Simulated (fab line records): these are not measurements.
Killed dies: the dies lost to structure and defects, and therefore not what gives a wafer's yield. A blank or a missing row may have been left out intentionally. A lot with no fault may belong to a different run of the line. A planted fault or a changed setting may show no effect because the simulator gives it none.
Split-lot study + flow gf180mcu + 5 lots, 23 wafers read, on a route of 602 steps

## SPLIT DETAILS
At GF_V3_EXPOSE_11 (exposes mask Via3, target cd 260 nm), the setting dose-mj was moved away from the recipe's 38 on 8 of the 23 wafers read, by -2.0% to +6.1%. This setting was run at the recipe's value on the other wafers.

## FROM THE SPLIT TO THE READING: what the file shows between them, 2 steps
- GF_V3_PEB_12: peb time 90 s
- GF_V3_DEVELOP_13: develop time 60 s

## THE READING
cd-nm (nm) at GF_V3_CD_MEAS_14, where the cd target is 260 nm. A value of 260.4 nm with a standard deviation of 1.1 nm is what fault-free wafers of this fab line usually give.

| wafer  | tool, chamber at the split | dose-mj as run | against the recipe | cd-nm, nm | against lot-mates on the recipe |
|--------|----------------------------|----------------|--------------------|-----------|---------------------------------|
| L075.1 | krf-scanner-02, 0          | 38             | recipe             | 259.7     | -                               |
| L075.2 | krf-scanner-02, 0          | 40.05          | +5.4%              | 267.1     | +7.4                            |
| L075.3 | krf-scanner-02, 0          | 40.05          | +5.4%              | 268.8     | +9.1                            |
| L075.4 | krf-scanner-02, 0          | 40.05          | +5.4%              | 268.2     | +8.4                            |
| L075.6 | krf-scanner-02, 0          | 38             | recipe             | 259.8     | -                               |
| L079.1 | krf-scanner-02, 0          | 38             | recipe             | 259.8     | -                               |
| L079.2 | krf-scanner-02, 0          | 38             | recipe             | 260.3     | -                               |
| L079.3 | krf-scanner-02, 0          | 38             | recipe             | 259.7     | -                               |
| L079.4 | krf-scanner-02, 0          | 38             | recipe             | 260.6     | -                               |
| L079.5 | krf-scanner-02, 0          | 38             | recipe             | 259.4     | -                               |
| L078.2 | krf-scanner-01, 0          | 40.3           | +6.1%              | 269.7     | +8.5                            |
| L078.3 | krf-scanner-01, 0          | 38             | recipe             | 261.0     | -                               |
| L078.4 | krf-scanner-01, 0          | 38             | recipe             | 261.6     | -                               |
| L078.5 | krf-scanner-01, 0          | 38             | recipe             | 261.1     | -                               |
| L078.6 | krf-scanner-01, 0          | 40.3           | +6.1%              | 270.0     | +8.8                            |
| L082.1 | krf-scanner-01, 0          | 37.25          | -2.0%              | 259.2     | -1.7                            |
| L082.2 | krf-scanner-01, 0          | 37.25          | -2.0%              | 258.3     | -2.6                            |
| L082.3 | krf-scanner-01, 0          | 38             | recipe             | 260.5     | -                               |
| L082.4 | krf-scanner-01, 0          | 37.25          | -2.0%              | 259.0     | -1.9                            |
| L082.6 | krf-scanner-01, 0          | 38             | recipe             | 261.2     | -                               |
| L085.2 | krf-scanner-02, 0          | 38             | recipe             | 258.6     | -                               |
| L085.3 | krf-scanner-02, 0          | 38             | recipe             | 258.7     | -                               |
| L085.4 | krf-scanner-02, 0          | 38             | recipe             | 257.9     | -                               |

THE FIT
A straight line over all 23 wafers: cd-nm changes by +1.44 nm for each +1% of dose-mj; r = +0.96; the points scatter about the line by 1.1 nm.
The same after taking each lot's own level away (the mean of its wafers on the recipe; 23 wafers): +1.43 nm for each +1%; r = +0.99; scatter 0.53 nm.
According to that fit, moving dose-mj by its largest amount changes the reading by 8.7 nm.
The span of the lots' own levels, 258.40 to 261.23 nm, comes to 2.6 times the standard deviation stated above.
Hence the lot-to-lot level has little effect on the slope; both slopes agree.
Check: with one of the wafers moved furthest among these (+6.1%) left out of the fit, the line predicts +8.93 nm for it against its lot-mates. It came out at +8.47 nm against them.

## ADDITIONAL SPLITS CARRIED BY THESE WAFERS
Other splits were also applied to these wafers ahead of the reading. Each is held against what the fit with the lots' levels taken away leaves over:
| other split on the same wafers       | wafers away from the commonest value | r with cd-nm (lot level and that fit taken away) |
|--------------------------------------|--------------------------------------|--------------------------------------------------|
| GF_M1_STRIP_17 pressure-mtorr        | 15                                   | +0.34                                            |
| GF_M2_SPUTTER_03 power-w             | 8                                    | +0.08                                            |
| GF_V2_CVD_00 sih4-flow-sccm          | 7                                    | -0.36                                            |
| GF_V2_CMP_04 leave-above-ref-nm      | 9                                    | +0.20                                            |
| GF_V2_PEB_12 peb-temp-c              | 4                                    | -0.19                                            |
| GF_V2_SPUTTER_21 chamber-pressure-pa | 18                                   | -0.23                                            |
| GF_M3_SPUTTER_04 power-w             | 8                                    | -0.08                                            |
| GF_M3_METAL_ETCH_16 icp-w            | 11                                   | -0.27                                            |

## THE WHOLE CHAIN: every reading that the file lists as answering this split, in the file's order
| step             | what it does         | reading                                                   | change (the file's fit)              | r (the file's) |
|------------------|----------------------|-----------------------------------------------------------|--------------------------------------|----------------|
| GF_V3_CD_MEAS_14 | target cd 260 nm     | cd-nm                                                     | +1.45 nm for each +1% of the setting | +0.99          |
| GF_V3_ETCH_16    | etches BARC in N2/H2 | V3.cd-nm (the simulator's own value, which no gauge read) | +1.44 nm for each +1% of the setting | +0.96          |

## THE FILE'S OWN FIT
cd-nm changes by +1.45 nm for each +1% of dose-mj, r = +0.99.
